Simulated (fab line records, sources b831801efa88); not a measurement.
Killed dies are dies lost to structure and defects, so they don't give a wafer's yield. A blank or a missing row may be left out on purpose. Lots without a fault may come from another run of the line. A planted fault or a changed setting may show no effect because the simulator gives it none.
Chamber matching | flow gf180mcu | GF_V3_CMP_04 on cmp-02: 4 sister chambers
The step polishes SiO2. 8 wafers are shown with their chamber, then 7 later ones without.

WAFERS WITH THEIR CHAMBER
wafer  | chamber | motor_current_A (A) | time_to_endpoint_s (s)
L075.1 | 0       | 10.5                | 82
L075.5 | 2       | 12.4                | 89
L077.1 | 1       | 14.4                | 87
L077.3 | 0       | 11.1                | 84
L079.3 | 1       | 15.2                | 81
L079.6 | 3       | 12.6                | 78
L086.2 | 2       | 13.2                | 87
L086.3 | 3       | 12.8                | 81

WAFERS WITHOUT THEIR CHAMBER
wafer  | motor_current_A (A) | time_to_endpoint_s (s)
L086.6 | 12.4                | 85
L091.3 | 14.1                | 85
L091.4 | 12.8                | 82
L091.5 | 10.5                | 84
L095.2 | 14.3                | 81
L095.3 | 12.7                | 74
L095.5 | 12.7                | 78

WHICH CHAMBER EACH WENT THROUGH
wafer  | from the rows above     | in truth
L086.6 | can't be placed: 2 or 3 | 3
L091.3 | can't be placed: 1 or 2 | 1
L091.4 | can't be placed: 3 or 2 | 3
L091.5 | 0                       | 0
L095.2 | can't be placed: 1 or 3 | 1
L095.3 | 3                       | 3
L095.5 | 3                       | 3
Placed correctly: 3 of 7. Can't be placed from these rows: 4 (the true chamber is among the candidates in 4). Placed wrongly: 0.
How it was worked out, from the rows above alone: a wafer's distance from a chamber is the root of the sum, over the readings, of the square of ((its reading less the chamber's mean) divided by the reading's scatter). The wafer belongs to the nearest chamber; if the next one is less than 2 further off, it can't be placed. A chamber's mean is the mean of its shown wafers. The scatter: the root of (the sum of the squares of (reading less its chamber's mean) over the shown wafers, divided by (wafers less chambers)).
